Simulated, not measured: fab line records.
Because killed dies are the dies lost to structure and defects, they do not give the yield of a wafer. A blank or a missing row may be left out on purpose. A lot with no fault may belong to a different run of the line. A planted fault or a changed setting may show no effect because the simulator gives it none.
Which of the tools did it? || flow sky130 || Sampling: 12 lots, 36 wafers, 6 of 708 route steps

WHAT THE GAUGES SHOWED, per wafer
SKY_LDD_N_OVL_MEAS_07. Usual: for LDD_N_OVL the level is 1.1 nm and the standard deviation is 1.7.
{"lot": "L740", "measured": "day 19 04:25", "on": "overlay-01", "LDD_N_OVL (nm)": "2.6 0.9 0.6", "flag": ""}
{"lot": "L741", "measured": "day 19 06:55", "on": "overlay-02", "LDD_N_OVL (nm)": "1.0 1.3 0.9", "flag": ""}
{"lot": "L746", "measured": "day 20 17:47", "on": "overlay-02", "LDD_N_OVL (nm)": "0.4 0.3 2.9", "flag": ""}
{"lot": "L747", "measured": "day 20 17:50", "on": "overlay-01", "LDD_N_OVL (nm)": "-0.2 1.5 0.6", "flag": ""}
{"lot": "L749", "measured": "day 21 21:02", "on": "overlay-02", "LDD_N_OVL (nm)": "0.7 0.5 0.7", "flag": ""}
{"lot": "L751", "measured": "day 22 13:17", "on": "overlay-02", "LDD_N_OVL (nm)": "0.6 2.3 3.7", "flag": ""}
{"lot": "L755", "measured": "day 24 02:32", "on": "overlay-01", "LDD_N_OVL (nm)": "1.5 1.1 2.1", "flag": ""}
{"lot": "L756", "measured": "day 24 05:50", "on": "overlay-01", "LDD_N_OVL (nm)": "4.8 4.1 3.2", "flag": ""}
{"lot": "L757", "measured": "day 24 14:50", "on": "overlay-02", "LDD_N_OVL (nm)": "-1.3 -1.8 -2.0", "flag": ""}
{"lot": "L759", "measured": "day 25 06:07", "on": "overlay-02", "LDD_N_OVL (nm)": "-1.4 1.5 0.9", "flag": ""}
{"lot": "L760", "measured": "day 25 08:49", "on": "overlay-01", "LDD_N_OVL (nm)": "1.4 0.6 1.1", "flag": ""}
{"lot": "L762", "measured": "day 26 01:29", "on": "overlay-01", "LDD_N_OVL (nm)": "2.5 2.7 4.9", "flag": ""}

SKY_LDD_N_TW_MEAS_17. Usual: for LDD_N_TW the level is 2567 and the standard deviation is 25.
{"lot": "L740", "measured": "day 19 05:46", "on": "film metro-02", "LDD_N_TW": "2564 2560 2572", "flag": ""}
{"lot": "L741", "measured": "day 19 08:15", "on": "film metro-01", "LDD_N_TW": "2546 2546 2551", "flag": ""}
{"lot": "L746", "measured": "day 20 19:34", "on": "film metro-03", "LDD_N_TW": "2706 2703 2708", "flag": "OFF"}
{"lot": "L747", "measured": "day 20 19:10", "on": "film metro-01", "LDD_N_TW": "2555 2547 2544", "flag": ""}
{"lot": "L749", "measured": "day 21 22:41", "on": "film metro-01", "LDD_N_TW": "2657 2664 2648", "flag": "OFF"}
{"lot": "L751", "measured": "day 22 14:56", "on": "film metro-03", "LDD_N_TW": "2701 2721 2730", "flag": "OFF"}
{"lot": "L755", "measured": "day 24 03:52", "on": "film metro-01", "LDD_N_TW": "2555 2549 2546", "flag": ""}
{"lot": "L756", "measured": "day 24 07:11", "on": "film metro-03", "LDD_N_TW": "2603 2585 2588", "flag": ""}
{"lot": "L757", "measured": "day 24 16:11", "on": "film metro-01", "LDD_N_TW": "2556 2545 2560", "flag": ""}
{"lot": "L759", "measured": "day 25 07:27", "on": "film metro-01", "LDD_N_TW": "2552 2547 2548", "flag": ""}
{"lot": "L760", "measured": "day 25 10:09", "on": "film metro-01", "LDD_N_TW": "2566 2546 2539", "flag": ""}
{"lot": "L762", "measured": "day 26 02:49", "on": "film metro-03", "LDD_N_TW": "2585 2568 2606", "flag": ""}

SKY_LDD_P_OVL_MEAS_08. Usual: for LDD_P_OVL the level is -1.4 nm and the standard deviation is 1.5.
{"lot": "L740", "measured": "day 20 12:24", "on": "overlay-01", "LDD_P_OVL (nm)": "-0.1 -1.4 0.0", "flag": ""}
{"lot": "L741", "measured": "day 20 15:24", "on": "overlay-02", "LDD_P_OVL (nm)": "-3.0 -3.3 -2.9", "flag": ""}
{"lot": "L746", "measured": "day 22 01:34", "on": "overlay-02", "LDD_P_OVL (nm)": "-2.3 -3.0 -1.4", "flag": ""}
{"lot": "L747", "measured": "day 22 02:11", "on": "overlay-01", "LDD_P_OVL (nm)": "1.8 -0.9 1.6", "flag": ""}
{"lot": "L749", "measured": "day 23 04:50", "on": "overlay-02", "LDD_P_OVL (nm)": "-0.4 -1.8 -0.3", "flag": ""}
{"lot": "L751", "measured": "day 23 20:32", "on": "overlay-01", "LDD_P_OVL (nm)": "-1.3 0.1 -1.1", "flag": ""}
{"lot": "L755", "measured": "day 25 08:38", "on": "overlay-02", "LDD_P_OVL (nm)": "-2.0 -1.7 -1.2", "flag": ""}
{"lot": "L756", "measured": "day 25 12:21", "on": "overlay-01", "LDD_P_OVL (nm)": "-1.9 0.1 -1.0", "flag": ""}
{"lot": "L757", "measured": "day 25 21:41", "on": "overlay-02", "LDD_P_OVL (nm)": "-1.3 -4.1 -0.9", "flag": ""}
{"lot": "L759", "measured": "day 26 12:27", "on": "overlay-01", "LDD_P_OVL (nm)": "-0.8 1.0 0.5", "flag": ""}
{"lot": "L760", "measured": "day 26 14:54", "on": "overlay-02", "LDD_P_OVL (nm)": "-2.2 -2.7 -3.2", "flag": ""}
{"lot": "L762", "measured": "day 27 07:12", "on": "overlay-01", "LDD_P_OVL (nm)": "-0.9 0.5 1.3", "flag": ""}

TOOL THAT RAN EACH LOT (tool first, then ch and the chambers of the sampled wafers, then the start)
{"lot": "L740", "SKY_POLY_GATE_ETCH_15": "rie diel-03 ch 1,2, day 17 20:41", "SKY_LDD_N_IMPLANT_10": "implanter-03 ch 0, day 19 04:47", "SKY_LDD_N_STRIP_16": "plasma asher-01 ch 0,1, day 19 05:39"}
{"lot": "L741", "SKY_POLY_GATE_ETCH_15": "rie diel-03 ch 0,1, day 17 23:01", "SKY_LDD_N_IMPLANT_10": "implanter-04 ch 0, day 19 07:15", "SKY_LDD_N_STRIP_16": "plasma asher-01 ch 0,1, day 19 08:09"}
{"lot": "L746", "SKY_POLY_GATE_ETCH_15": "rie diel-03 ch 0,2,3, day 19 08:59", "SKY_LDD_N_IMPLANT_10": "implanter-02 ch 0, day 20 18:10", "SKY_LDD_N_STRIP_16": "plasma asher-03 ch 0,1, day 20 19:24"}
{"lot": "L747", "SKY_POLY_GATE_ETCH_15": "rie diel-02 ch 0,1,2, day 19 09:11", "SKY_LDD_N_IMPLANT_10": "implanter-03 ch 0, day 20 18:10", "SKY_LDD_N_STRIP_16": "plasma asher-02 ch 0,1, day 20 19:04"}
{"lot": "L749", "SKY_POLY_GATE_ETCH_15": "rie diel-03 ch 1,2, day 20 12:08", "SKY_LDD_N_IMPLANT_10": "implanter-03 ch 0, day 21 21:22", "SKY_LDD_N_STRIP_16": "plasma asher-03 ch 0,1, day 21 22:35"}
{"lot": "L751", "SKY_POLY_GATE_ETCH_15": "rie diel-01 ch 0,1,2, day 21 05:32", "SKY_LDD_N_IMPLANT_10": "implanter-04 ch 0, day 22 13:38", "SKY_LDD_N_STRIP_16": "plasma asher-01 ch 0, day 22 14:50"}
{"lot": "L755", "SKY_POLY_GATE_ETCH_15": "rie diel-03 ch 0,1,3, day 22 19:14", "SKY_LDD_N_IMPLANT_10": "implanter-02 ch 0, day 24 02:52", "SKY_LDD_N_STRIP_16": "plasma asher-03 ch 0,1, day 24 03:46"}
{"lot": "L756", "SKY_POLY_GATE_ETCH_15": "rie diel-01 ch 1,2,3, day 22 22:14", "SKY_LDD_N_IMPLANT_10": "implanter-04 ch 0, day 24 06:13", "SKY_LDD_N_STRIP_16": "plasma asher-02 ch 0,1, day 24 07:06"}
{"lot": "L757", "SKY_POLY_GATE_ETCH_15": "rie diel-01 ch 1,2, day 23 07:08", "SKY_LDD_N_IMPLANT_10": "implanter-04 ch 0, day 24 15:11", "SKY_LDD_N_STRIP_16": "plasma asher-01 ch 0,1, day 24 16:04"}
{"lot": "L759", "SKY_POLY_GATE_ETCH_15": "rie diel-03 ch 1,3, day 23 22:44", "SKY_LDD_N_IMPLANT_10": "implanter-04 ch 0, day 25 06:27", "SKY_LDD_N_STRIP_16": "plasma asher-01 ch 0,1, day 25 07:21"}
{"lot": "L760", "SKY_POLY_GATE_ETCH_15": "rie diel-01 ch 0,1,2, day 24 02:02", "SKY_LDD_N_IMPLANT_10": "implanter-02 ch 0, day 25 09:09", "SKY_LDD_N_STRIP_16": "plasma asher-03 ch 0,1, day 25 10:03"}
{"lot": "L762", "SKY_POLY_GATE_ETCH_15": "rie diel-01 ch 0,1,2, day 24 18:23", "SKY_LDD_N_IMPLANT_10": "implanter-03 ch 0, day 26 01:51", "SKY_LDD_N_STRIP_16": "plasma asher-02 ch 0,1, day 26 02:44"}
- SKY_POLY_GATE_ETCH_15: etches BARC in N2/H2, stops on SiO2, time 118.5 s, target depth 110 nm.
- SKY_LDD_N_IMPLANT_10
- SKY_LDD_N_STRIP_16: strips in O2/N2.

AS READ BY THE TOOLS THEMSELVES (means over the sampled wafers that have a number; for cases with no such wafer, the mark the record gives instead)
SKY_POLY_GATE_ETCH_15. Usual: drypump motor current A 6.0 A, standard deviation 0.5; oes product au 0.716 a.u., standard deviation 0.0048; throttle valve pct 13.213 %, standard deviation 0.0092.
{"lot": "L740", "tool": "rie diel-03", "drypump motor current A (A)": 5.9, "oes product au (a.u.)": 0.717, "throttle valve pct (%)": 13.209, "flag": ""}
{"lot": "L741", "tool": "rie diel-03", "drypump motor current A (A)": 6.0, "oes product au (a.u.)": 0.713, "throttle valve pct (%)": 13.212, "flag": ""}
{"lot": "L746", "tool": "rie diel-03", "drypump motor current A (A)": 5.9, "oes product au (a.u.)": 0.719, "throttle valve pct (%)": 13.217, "flag": ""}
{"lot": "L747", "tool": "rie diel-02", "drypump motor current A (A)": 6.2, "oes product au (a.u.)": 0.714, "throttle valve pct (%)": 13.205, "flag": ""}
{"lot": "L749", "tool": "rie diel-03", "drypump motor current A (A)": 6.1, "oes product au (a.u.)": 0.718, "throttle valve pct (%)": 13.212, "flag": ""}
{"lot": "L751", "tool": "rie diel-01", "drypump motor current A (A)": 6.2, "oes product au (a.u.)": 0.714, "throttle valve pct (%)": 13.216, "flag": ""}
{"lot": "L755", "tool": "rie diel-03", "drypump motor current A (A)": 6.0, "oes product au (a.u.)": 0.719, "throttle valve pct (%)": 13.223, "flag": ""}
{"lot": "L756", "tool": "rie diel-01", "drypump motor current A (A)": 6.0, "oes product au (a.u.)": 0.718, "throttle valve pct (%)": 13.218, "flag": ""}
{"lot": "L757", "tool": "rie diel-01", "drypump motor current A (A)": 6.3, "oes product au (a.u.)": 0.721, "throttle valve pct (%)": 13.216, "flag": ""}
{"lot": "L759", "tool": "rie diel-03", "drypump motor current A (A)": 6.4, "oes product au (a.u.)": 0.716, "throttle valve pct (%)": 13.212, "flag": ""}
{"lot": "L760", "tool": "rie diel-01", "drypump motor current A (A)": 6.2, "oes product au (a.u.)": 0.717, "throttle valve pct (%)": 13.210, "flag": ""}
{"lot": "L762", "tool": "rie diel-01", "drypump motor current A (A)": 6.2, "oes product au (a.u.)": 0.713, "throttle valve pct (%)": 13.211, "flag": ""}

SKY_LDD_N_IMPLANT_10. Usual: beam energy keV 19.791, standard deviation 0.0059; dose ions cm2 7.497e+13, standard deviation 8.1e+10.
{"lot": "L740", "tool": "implanter-03", "beam energy keV": 19.787, "dose ions cm2": 7.491e+13, "flag": ""}
{"lot": "L741", "tool": "implanter-04", "beam energy keV": 19.794, "dose ions cm2": 7.498e+13, "flag": ""}
{"lot": "L746", "tool": "implanter-02", "beam energy keV": 19.794, "dose ions cm2": 7.501e+13, "flag": ""}
{"lot": "L747", "tool": "implanter-03", "beam energy keV": 19.789, "dose ions cm2": 7.494e+13, "flag": ""}
{"lot": "L749", "tool": "implanter-03", "beam energy keV": 19.789, "dose ions cm2": 7.509e+13, "flag": ""}
{"lot": "L751", "tool": "implanter-04", "beam energy keV": 19.793, "dose ions cm2": 7.497e+13, "flag": ""}
{"lot": "L755", "tool": "implanter-02", "beam energy keV": 19.788, "dose ions cm2": 7.493e+13, "flag": ""}
{"lot": "L756", "tool": "implanter-04", "beam energy keV": 19.796, "dose ions cm2": 7.489e+13, "flag": ""}
{"lot": "L757", "tool": "implanter-04", "beam energy keV": 19.799, "dose ions cm2": 7.489e+13, "flag": ""}
{"lot": "L759", "tool": "implanter-04", "beam energy keV": 19.789, "dose ions cm2": 7.497e+13, "flag": ""}
{"lot": "L760", "tool": "implanter-02", "beam energy keV": 19.792, "dose ions cm2": 7.496e+13, "flag": ""}
{"lot": "L762", "tool": "implanter-03", "beam energy keV": 19.792, "dose ions cm2": 7.496e+13, "flag": ""}

SKY_LDD_N_STRIP_16. Usual: drypump motor current A 5.7 A, standard deviation 0.56; oes product au 0.407 a.u., standard deviation 0.0046; strip time to endpoint s 4.313 s, standard deviation 0.014.
{"lot": "L740", "tool": "plasma asher-01", "drypump motor current A (A)": 6.2, "oes product au (a.u.)": 0.409, "strip time to endpoint s (s)": 4.311, "flag": ""}
{"lot": "L741", "tool": "plasma asher-01", "drypump motor current A (A)": 6.2, "oes product au (a.u.)": 0.405, "strip time to endpoint s (s)": 4.323, "flag": ""}
{"lot": "L746", "tool": "plasma asher-03", "drypump motor current A (A)": 5.6, "oes product au (a.u.)": 0.407, "strip time to endpoint s (s)": 4.514, "flag": "OFF"}
{"lot": "L747", "tool": "plasma asher-02", "drypump motor current A (A)": 5.0, "oes product au (a.u.)": 0.402, "strip time to endpoint s (s)": 4.303, "flag": ""}
{"lot": "L749", "tool": "plasma asher-03", "drypump motor current A (A)": 5.9, "oes product au (a.u.)": 0.405, "strip time to endpoint s (s)": 4.548, "flag": "OFF"}
{"lot": "L751", "tool": "plasma asher-01", "drypump motor current A (A)": 6.3, "oes product au (a.u.)": 0.407, "strip time to endpoint s (s)": 4.503, "flag": "OFF"}
{"lot": "L755", "tool": "plasma asher-03", "drypump motor current A (A)": 5.6, "oes product au (a.u.)": 0.407, "strip time to endpoint s (s)": 4.293, "flag": ""}
{"lot": "L756", "tool": "plasma asher-02", "drypump motor current A (A)": 4.9, "oes product au (a.u.)": 0.406, "strip time to endpoint s (s)": 4.307, "flag": ""}
{"lot": "L757", "tool": "plasma asher-01", "drypump motor current A (A)": 6.2, "oes product au (a.u.)": 0.408, "strip time to endpoint s (s)": 4.304, "flag": ""}
{"lot": "L759", "tool": "plasma asher-01", "drypump motor current A (A)": 6.2, "oes product au (a.u.)": 0.406, "strip time to endpoint s (s)": 4.311, "flag": ""}
{"lot": "L760", "tool": "plasma asher-03", "drypump motor current A (A)": 5.7, "oes product au (a.u.)": 0.407, "strip time to endpoint s (s)": 4.328, "flag": ""}
{"lot": "L762", "tool": "plasma asher-02", "drypump motor current A (A)": 5.3, "oes product au (a.u.)": 0.405, "strip time to endpoint s (s)": 4.321, "flag": ""}

THE ANSWER, worked out from the rows above alone
Rule: a lot is off if the mean of its wafers that have a number lies more than 3 standard deviations from the usual mean. A lot without any number at a reading at which 4 lots or more have one is off too. Any other lot the step has rows for is counted as sound. First the gauges in route order, then the tools' own readings, where a lot's mean is used as printed above. At the first step where some lot is off, the reading lying furthest off is the one used; lots without a number count as furthest.
Off: L746, L749, L751, at SKY_LDD_N_TW_MEAS_17 (LDD_N_TW).
A tool fits if, at a process step before that reading, it ran every lot that is off, and no sound lot after the first of them. Not tried: the gauges at SKY_LDD_N_TW_MEAS_17; whatever is off there is also off at SKY_LDD_N_STRIP_16, on other tools, and gauge error can't account for it. Not one of the candidates tried fits.

WHAT THE SIMULATOR HAD PUT IN
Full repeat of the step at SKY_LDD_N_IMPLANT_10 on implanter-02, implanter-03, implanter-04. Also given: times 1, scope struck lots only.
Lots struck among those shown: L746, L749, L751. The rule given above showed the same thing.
